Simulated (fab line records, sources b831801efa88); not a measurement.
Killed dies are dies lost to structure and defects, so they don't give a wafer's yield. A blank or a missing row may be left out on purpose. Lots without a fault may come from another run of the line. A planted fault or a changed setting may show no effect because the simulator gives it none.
fab line records | flow sky130
record lots=6 wafers=18 last_day=50
route steps=708 shown FIELD_ISO@4 PAD_OPEN@708
lots that met no fault: from a run of the same line without faults
start_h: hours from the record's first day to the start of the lot's first wafer shown | wait_h: hours since the lot's step before | " the same as in the row above | L1.1+2: a row that stands for several wafers | - no value, or no start given | * or withheld: withheld | < > ~ a bound
route shown NAME@n: a module of which the file shows steps, and the number in the route of the first | usual: mean/standard deviation of fault-free wafers | same: alike in all rows | chamber/n: place in a boat | sites: the reading at each site | _std_site: their standard deviation | _edge_site: outer sites' mean less inner sites' | radius_mm: how far each site lies from the wafer's centre | mask NAME#n: copy n | behind: the tool/chamber that last shaped the wafer | hold: why the lot was held/for how many hours/how that ended | device: the transistor (n, p or np) that didn't switch | end of line: the same wafers' tests at the end of the route | a step without rows: its recipe alone | killed: dies lost to structure and defects at the first sort, not the wafer's yield | map: a wafer's dies, x killed, . not, _ none there
set.NAME: the setting as run; set.NAME@STEP: as run at that earlier step | model.NAME: the simulator's own value behind a step, which no gauge read
lots at some steps of the route; a table a step, a row a wafer
services: from which hour (start_h, from the record's first day; less than 0 if before it) a tool's chamber was out of use, for how many hours, and why
## steps
# step SKY_FIELD_ISO_CVD_03
# recipe material=Si3N4 precursor=DCS/NH3 target_thk_nm=165 temp_c=770 time_s=2830 pressure_mtorr=250
# step SKY_FIELD_ISO_THK_MEAS_04
# recipe reads=Si3N4_of_FIELD_ISO_CVD_03
# usual FIELD_ISO_CVD_03_THK=164.6/1.6
# columns lot.wafer tool chamber start_h wait_h FIELD_ISO_CVD_03_THK[nm]
L104.3 film_metro-03 - 60.54 0.0 164.4
L104.4 " - " " 163.1
L104.6 " - " " 163.5
L106.1 film_metro-01 - 68.83 0.0 165.5
L106.2 " - " " 165.5
L106.4 " - " " 166.9
L112.1 film_metro-04 - 98.68 0.0 164.3
L112.4 " - " " 164.6
L112.5 " - " " 164.3
L113.2 film_metro-01 - 103.75 0.0 165.8
L113.3 " - " " 164.0
L113.5 " - " " 165.8
L115.1 film_metro-04 - 115.22 0.0 166.3
L115.3 " - " " 166.2
L115.4 " - " " 166.5
L116.1 film_metro-04 - 119.18 0.0 165.4
L116.3 " - " " 164.0
L116.6 " - " " 165.4
# step SKY_FIELD_ISO_DEHYDRATE_05
# recipe temp_c=200 time_s=60
# step SKY_FIELD_ISO_HMDS_06
# recipe prime_time_s=60 prime_temp_c=120
# step SKY_FIELD_ISO_COAT_07
# recipe resist=BARC temp_c=withheld time_s=withheld spin_rpm=3000 resist_thk_nm=60
# step SKY_FIELD_ISO_COAT_08
# recipe resist=KrF-thick spin_rpm=3000 resist_thk_nm=450
# step SKY_FIELD_ISO_SOFTBAKE_09
# recipe temp_c=100 time_s=90 resist=KrF-thick
# step SKY_FIELD_ISO_EXPOSE_10
# recipe mask_id=FOM na=0.68 source_shape=annular sigma_inner=0.4 sigma_outer=0.8 target_cd_nm=150 dose_mj=28
# step SKY_FIELD_ISO_PEB_11
# recipe peb_temp_c=withheld peb_time_s=withheld resist=KrF-thick
# step SKY_FIELD_ISO_DEVELOP_12
# recipe develop_time_s=60 resist=KrF-thick dev_temp_c=21
# step SKY_FIELD_ISO_CD_MEAS_13
# recipe target_cd_nm=150
# usual cd_nm=150.1/1.4
# columns lot.wafer tool chamber start_h wait_h cd_nm
L104.3 cd_sem-01 - 77.10 - 150.3
L104.4 " - " " 149.9
L104.6 " - " " 149.4
L106.1 cd_sem-02 - 85.66 - 151.0
L106.2 " - " " 149.0
L106.4 " - " " 148.6
L112.1 cd_sem-01 - 116.43 - 151.1
L112.4 " - " " 150.9
L112.5 " - " " 149.6
L113.2 cd_sem-01 - 122.87 - 151.1
L113.3 " - " " 150.4
L113.5 " - " " 153.2
L115.1 cd_sem-02 - 134.78 - 149.8
L115.3 " - " " 149.7
L115.4 " - " " 150.0
L116.1 cd_sem-02 - 139.03 - 149.9
L116.3 " - " " 148.9
L116.6 " - " " 150.2
# step SKY_FIELD_ISO_ETCH_14
# recipe chemistry=N2/H2 target=BARC ion_energy_ev=200 source_w=500 bias_w=100 pressure_mtorr=30 n2_flow_sccm=100 h2_flow_sccm=200 stop_on=SiO2 time_s=45.9 target_depth_a=600
# usual bias_w=100.0/0.31 drypump_motor_current_A=5.7/0.46 oes_product_au=0.854/0.0046 throttle_valve_pct=13.225/0.0088
# columns lot.wafer tool chamber start_h wait_h bias_w drypump_motor_current_A oes_product_au rf_hours_counter_h throttle_valve_pct
L104.3 rie_diel-04 1 77.18 0.1 99.9 5.6 0.850 125 13.232
L104.4 " 0 " " 99.8 5.0 0.852 5 13.237
L104.6 " 1 " " 99.6 5.5 0.846 - 13.232
L106.1 rie_diel-01 2 85.78 0.1 99.9 5.6 0.855 16 13.230
L106.2 " 3 " " 99.8 5.8 0.854 24 13.233
L106.4 " 0 " " 99.6 6.0 0.852 62 13.235
L112.1 rie_diel-01 2 116.55 0.1 100.1 5.6 0.860 16 13.240
L112.4 " 3 " " 99.6 5.9 0.868 25 13.221
L112.5 " 2 " " 100.4 5.6 0.856 - 13.217
L113.2 rie_diel-01 1 122.97 0.1 99.9 5.9 0.853 6 13.222
L113.3 " 3 " " 100.0 5.9 0.842 25 13.237
L113.5 " 0 " " 100.0 6.0 0.856 - 13.225
L115.1 rie_diel-04 0 134.90 0.1 100.2 5.0 0.857 5 13.234
L115.3 " 3 " " 100.1 4.9 0.858 139 13.221
L115.4 " 2 " " 99.6 6.4 0.858 126 13.233
L116.1 rie_diel-04 3 139.15 0.1 99.9 4.9 0.858 139 13.236
L116.3 " 0 " " 100.2 5.1 0.862 6 13.227
L116.6 " 0 " " 100.2 5.1 0.852 - 13.213
# step SKY_FIELD_ISO_ETCH_15
# recipe chemistry=CHF3/O2 target_depth_nm=180 stop_on=Si source_w=600 bias_w=200 pressure_mtorr=40 chf3_flow_sccm=50 O2_flow_sccm=5 time_s=72
# usual bias_w=199.8/0.7 chf3_flow_sccm=49.99/0.15 drypump_motor_current_A=5.7/0.45 oes_product_au=0.944/0.007 throttle_valve_pct=8.845/0.0098
# columns lot.wafer tool chamber start_h wait_h bias_w chf3_flow_sccm drypump_motor_current_A oes_product_au rf_hours_counter_h throttle_valve_pct model.KrF-thick_of_FIELD_ISO_COAT_08.thk_nm
L104.3 rie_diel-04 1 77.22 0.0 199.1 49.97 5.6 0.944 125 8.844 238.2
L104.4 " 0 " " 200.5 50.03 5.0 0.931 5 8.845 236
L104.6 " 1 " " 200.2 49.94 5.6 0.935 - 8.840 238.1
L106.1 rie_diel-01 2 85.82 0.0 199.7 50.00 5.6 0.948 16 8.841 226.5
L106.2 " 3 " " 200.4 49.84 5.8 0.949 24 8.848 235
L106.4 " 0 " " 200.6 50.12 6.0 0.957 62 8.851 232.7
L112.1 rie_diel-01 2 116.60 0.0 180.0 49.98 5.6 0.947 16 8.842 231.9
L112.4 " 3 " " 178.6 49.90 5.8 0.937 25 8.847 242.2
L112.5 " 2 " " 180.4 50.05 5.6 0.943 - 8.851 233.9
L113.2 rie_diel-01 1 123.01 0.0 180.9 50.13 6.0 0.942 6 8.842 241.6
L113.3 " 3 " " 180.9 49.96 5.8 0.942 25 8.837 244
L113.5 " 0 " " 179.9 49.82 6.0 0.954 - 8.841 242.5
L115.1 rie_diel-04 0 134.95 0.0 199.9 49.99 5.1 0.953 5 8.841 236.9
L115.3 " 3 " " 199.0 49.94 4.9 0.946 139 8.848 238.7
L115.4 " 2 " " 200.1 49.88 6.3 0.950 126 8.845 238.7
L116.1 rie_diel-04 3 139.20 0.0 200.5 49.79 4.9 0.950 139 8.847 239
L116.3 " 0 " " 199.4 50.31 5.1 0.942 6 8.832 241.1
L116.6 " 0 " " 199.4 50.16 5.1 0.949 - 8.835 242.1
# step SKY_FIELD_ISO_STRIP_16
# recipe chemistry=O2/N2 power_w=1400 pressure_mtorr=1500 platen_temp_c=withheld o2_flow_sccm=3000 n2_flow_sccm=300 overash_fraction=0.5
# usual drypump_motor_current_A=5.8/0.51 oes_product_au=0.377/0.0052 strip_time_to_endpoint_s=3.53/0.04
# columns lot.wafer tool chamber start_h wait_h drypump_motor_current_A oes_product_au rf_hours_counter_h strip_time_to_endpoint_s
L104.3 plasma_asher-02 0 77.31 0.1 5.7 0.380 - 3.57
L104.4 " 1 " " 5.4 0.381 - 3.54
L104.6 " 0 " " 5.7 0.369 - 3.58
L106.1 plasma_asher-01 1 85.88 0.0 5.3 0.374 37 3.43
L106.2 " 0 " " 5.2 0.376 37 3.54
L106.4 " 0 " " 5.2 0.376 - 3.53
L112.1 plasma_asher-02 1 116.65 0.0 5.4 0.373 42 3.49
L112.4 " 0 " " 5.7 0.383 - 3.62
L112.5 " 0 " " 5.7 0.375 - 3.51
L113.2 plasma_asher-02 0 123.07 0.0 5.7 0.383 43 3.59
L113.3 " 0 " " 5.7 0.379 - 3.64
L113.5 " 1 " " 5.4 0.383 - 3.63
L115.1 plasma_asher-03 1 135.00 0.0 6.7 0.374 2 3.55
L115.3 " 1 " " 6.7 0.381 - 3.57
L115.4 " 0 " " 5.9 0.391 - 3.58
L116.1 plasma_asher-03 0 139.25 0.0 5.9 0.377 2 3.58
L116.3 " 0 " " 5.9 0.387 - 3.60
L116.6 " 1 " " 6.7 0.383 - 3.61
# step SKY_PAD_OPEN_PROBE_99
# usual killed_at_M0_to_M3=45/7.2 killed_at_M4_up=3.0/1.8 killed_at_contacts=25/6.1 killed_at_front_end=14/4.4 killed_at_other=0.2/0.44 killed_dies=88/10 killed_open=48/7.4 killed_short=40/6.3
# same gross_dies=492 killed_at_back_side=0
# columns lot.wafer tool chamber start_h wait_h killed_at_M0_to_M3 killed_at_M4_up killed_at_contacts killed_at_front_end killed_at_other killed_dies killed_open killed_short
L104.3 prober-01 - 1137.38 0.2 50 1 15 18 0 84 51 33
L104.4 prober-01 - 1137.43 0.2 44 3 16 11 0 74 38 36
L104.6 prober-01 - 1137.53 0.2 49 8 31 15 0 103 53 50
# killed by level:class
L104.3 VIA1:geometric_particle:open=19 VIA1:geometric_particle:short=8 VIA3:geometric_particle:open=6 CONTACT:geometric_particle:open=6 METAL2:geometric_particle:short=5 POLY_GATE:geometric_particle:short=4 POLY_GATE:geometric_particle:open=4 LI_CONTACT:geometric_particle:open=4
L104.4 VIA1:geometric_particle:open=11 VIA2:geometric_particle:open=7 METAL1:geometric_particle:short=7 LOCAL_INTERCONNECT:geometric_particle:short=5 CONTACT:geometric_particle:open=5 CONTACT:geometric_particle:short=4 METAL2:geometric_particle:short=4 VIA3:geometric_particle:open=4
L104.6 VIA1:geometric_particle:open=15 CONTACT:geometric_particle:open=12 VIA2:geometric_particle:open=8 VIA1:geometric_particle:short=7 POLY_GATE:geometric_particle:short=6 LOCAL_INTERCONNECT:geometric_particle:short=6 METAL2:geometric_particle:short=6 METAL4:geometric_particle:short=6
## services
# columns tool chamber start_h hours kind
plasma_asher-01 - 53.81 2.8 pm
rie_diel-04 1 55.98 4.4 repair
rie_diel-04 3 57.31 5.7 repair
plasma_asher-02 - 68.49 8.6 repair
rie_diel-01 0 75.38 2.4 repair
rie_diel-04 - 77.28 2.8 pm
plasma_asher-01 - 90.09 1.3 repair
rie_diel-04 1 93.15 1.5 repair
plasma_asher-03 - 108.75 9.0 pm
plasma_asher-03 0 108.75 9.0 vent_cycle
plasma_asher-03 1 108.75 9.0 vent_cycle
plasma_asher-03 0 117.75 - clean
plasma_asher-03 1 117.75 - clean
rie_diel-01 - 137.49 1.0 repair
## key
first_sign step=SKY_FIELD_ISO_ETCH_15 reading=bias_w direction=down sigmas=28 usual=199.8 struck=180.1
effect none on later readings
model_effect step=SKY_FIELD_ISO_ETCH_15 value=KrF-thick_of_FIELD_ISO_COAT_08.thk_nm without=234 struck=239.3
met_at SKY_FIELD_ISO_ETCH_15
struck_wafers L112.1,L112.4,L112.5,L113.2,L113.3,L113.5
tester_left_out L112,L113
onset_between 85.82 116.60
fault kind=process_parameter_drift tool=rie_diel-01 chamber=- onset_h=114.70 steps=SKY_FIELD_ISO_ETCH_15 channel=bias_w offset=-19.782 shape=step end_h=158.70 acts_in=these_recipes_only stated=200
# tester_left_out: of these lots the tester's yield and bins aren't shown, on N5 and GAA mostly nor the transistor test; their killed dies are dies lost to structure and defects alone, not to doping, threshold or leakage, so they don't give the yield
